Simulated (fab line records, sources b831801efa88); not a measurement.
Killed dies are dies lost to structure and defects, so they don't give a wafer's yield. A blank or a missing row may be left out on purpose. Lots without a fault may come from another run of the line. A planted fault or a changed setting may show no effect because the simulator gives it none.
Chamber matching | flow sfq_line | SFQ_TRILAYER_I5_BARC_OPEN_VIA_ETCH_200 on rie_diel-02: 4 sister chambers
The step etches BARC in O2, target depth 125 nm, time 41.7 s. 14 wafers are shown with their chamber, then 7 later ones without.

WAFERS WITH THEIR CHAMBER
wafer  | chamber | drypump_motor_current_A (A) | oes_product_au (a.u.)
L828.3 | 0       | 6.0                         | 0.696
L828.4 | 1       | 6.7                         | 0.691
L828.6 | 0       | 6.0                         | 0.688
L829.3 | 3       | 5.3                         | 0.682
L829.4 | 0       | 6.0                         | 0.675
L829.5 | 0       | 6.0                         | 0.684
L831.3 | 3       | 5.3                         | 0.675
L831.5 | 3       | 5.3                         | 0.683
L831.6 | 0       | 6.0                         | 0.691
L835.1 | 0       | 6.0                         | 0.684
L835.3 | 1       | 6.6                         | 0.680
L835.6 | 2       | 5.7                         | 0.681
L837.3 | 1       | 6.6                         | 0.696
L837.5 | 1       | 6.6                         | 0.686

SIGNATURES (means of the wafers above)
reading                 | chamber 0 | chamber 1 | chamber 2 | chamber 3 | scatter within a chamber
drypump_motor_current_A | 6.000     | 6.625     | 5.700     | 5.300     | 0.0274
oes_product_au          | 0.68633   | 0.68825   | 0.68100   | 0.68000   | 0.0066
Rule: a wafer's distance from a chamber is the root of the sum, over the readings, of the square of ((its reading less the chamber's mean) divided by the reading's scatter). The wafer belongs to the nearest chamber; if the next one is less than 2 further off, it can't be placed. The scatter: the root of (the sum of the squares of (reading less its chamber's mean) over the shown wafers, divided by (wafers less chambers)).

WAFERS WITHOUT THEIR CHAMBER
wafer  | drypump_motor_current_A (A) | oes_product_au (a.u.)
L837.6 | 5.7                         | 0.689
L840.2 | 6.7                         | 0.692
L840.5 | 6.7                         | 0.688
L840.6 | 5.8                         | 0.695
L842.2 | 5.3                         | 0.681
L842.3 | 6.0                         | 0.678
L842.4 | 6.7                         | 0.685

WHICH CHAMBER EACH WENT THROUGH
wafer  | from the rows above | in truth
L837.6 | 2                   | 2
L840.2 | 1                   | 1
L840.5 | 1                   | 1
L840.6 | 2                   | 2
L842.2 | 3                   | 3
L842.3 | 0                   | 0
L842.4 | 1                   | 1
Placed correctly: 7 of 7. Can't be placed from these rows: 0. Placed wrongly: 0.
